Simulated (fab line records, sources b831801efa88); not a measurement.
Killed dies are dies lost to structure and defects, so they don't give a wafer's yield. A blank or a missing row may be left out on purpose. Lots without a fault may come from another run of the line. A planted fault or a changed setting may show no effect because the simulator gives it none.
Problem report in the 8D (eight disciplines) form, filled by code | flow sky130 | the parts of the form that need people (team, actions taken, sign-off) are left out

1. THE PROBLEM
POLY_GATE_CVD_00_THK at SKY_POLY_GATE_THK_MEAS_01 reads a mean of 232.3 nm on 3 wafers of 1 lot; wafers without a fault read 180.3 nm with a standard deviation of 1.6. That is +33 standard deviations from the usual mean.
First seen on wafer L105.1, day 19 05:53, on film_metro-01. The record holds 39 wafers of 13 lots with a number at this step. Rule for "out", or "out of limits": more than 4 standard deviations from the usual mean. The other wafers with a number count as sound.

2. WHAT IT IS AND WHAT IT IS NOT
question                    | is                     | is not
which readings at this step | POLY_GATE_CVD_00_THK   | -
which lots                  | L105                   | L100, L103, L107, L109, L990, L991, L992, L993, L994, L996, L998, L999
which wafers of those lots  | all that have a number | -
read on which gauges        | film_metro-01          | film_metro-02, film_metro-03
when                        | from day 19 05:53      | up to then (30 sound wafers); but 6 sound wafers of L107, L109 came after

3. SUSPECTS, AND WHAT RULES EACH OUT
Counting: a tool at a process step up to the reading stays a suspect if it ran every lot that is out and no sound lot after the first of them.
- the gauge at SKY_POLY_GATE_THK_MEAS_01: ruled out. All the wafers that are out were read on film_metro-01, but those of them that SKY_POLY_GATE_CVD_00 has rows for are out there too, on other tools.
- lpcvd-01 at SKY_POLY_GATE_CVD_00 (deposits poly-Si, target thk 180 nm, time 720 s): ruled out as a lasting fault. Sound lots L107, L109 ran on it after its first lot that is out, L105 (day 19 04:41).
Left after counting: nothing in the record.

4. THE CAUSE (what the simulator had put in)
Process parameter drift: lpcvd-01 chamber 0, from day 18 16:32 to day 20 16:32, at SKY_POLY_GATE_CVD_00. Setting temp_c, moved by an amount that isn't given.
Counting ruled it out, wrongly: the rule takes a fault to strike every lot that its tool runs from its start on, and this one did not.

5. THE CHAIN OF EFFECTS, in route order
Each row: a reading whose mean over the struck wafers that have a number lies more than 3 standard deviations from the usual. Only readings for which the record gives a usual standard deviation are gone through. hours: the time from each lot's start at the first step in this table that gives one to its start at this step, as a median over the lots. sigmas: the change in usual standard deviations.
hours | step                      | reading              | usual      | on struck wafers | change | sigmas
0     | SKY_POLY_GATE_CVD_00      | spike_tc_bottom_C    | 639.1 C    | 651.4            | +12.3  | +8.2
0     | SKY_POLY_GATE_CVD_00      | spike_tc_centre_C    | 620.3 C    | 631.9            | +11.6  | +13
0     | SKY_POLY_GATE_CVD_00      | spike_tc_lower_C     | 620.5 C    | 631.8            | +11.3  | +8.7
0     | SKY_POLY_GATE_CVD_00      | spike_tc_top_C       | 638.0 C    | 650.7            | +12.7  | +7.5
0     | SKY_POLY_GATE_CVD_00      | spike_tc_upper_C     | 621.4 C    | 633.6            | +12.2  | +8.7
0     | SKY_POLY_GATE_CVD_00      | susceptor_temp_C     | 619.99 C   | 631.25           | +11.26 | +43
1     | SKY_POLY_GATE_THK_MEAS_01 | POLY_GATE_CVD_00_THK | 180.3 nm   | 232.3            | +52.0  | +33
66    | SKY_POLY_GATE_ETCH_17     | oes_product_au       | 0.983 a.u. | 1.014            | +0.031 | +3.9
The process steps in it:
- SKY_POLY_GATE_CVD_00: deposits poly-Si, target thk 180 nm, time 720 s.
- SKY_POLY_GATE_ETCH_17: etches poly-Si in HBr/Cl2, stops on SiO2, target depth 180 nm, time 70.5 s.

6. WHAT WOULD HAVE CAUGHT IT SOONER
In this record the first reading out of limits at a measuring or inspecting step was taken at day 19 05:53, 13 hours after the fault began at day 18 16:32.
The tool's own readings at SKY_POLY_GATE_CVD_00 were out on every struck wafer that the step has a row for (spike_tc_bottom_C, spike_tc_centre_C, spike_tc_lower_C, spike_tc_top_C, spike_tc_upper_C, susceptor_temp_C): an alarm limit on them would have fired on the first of those.
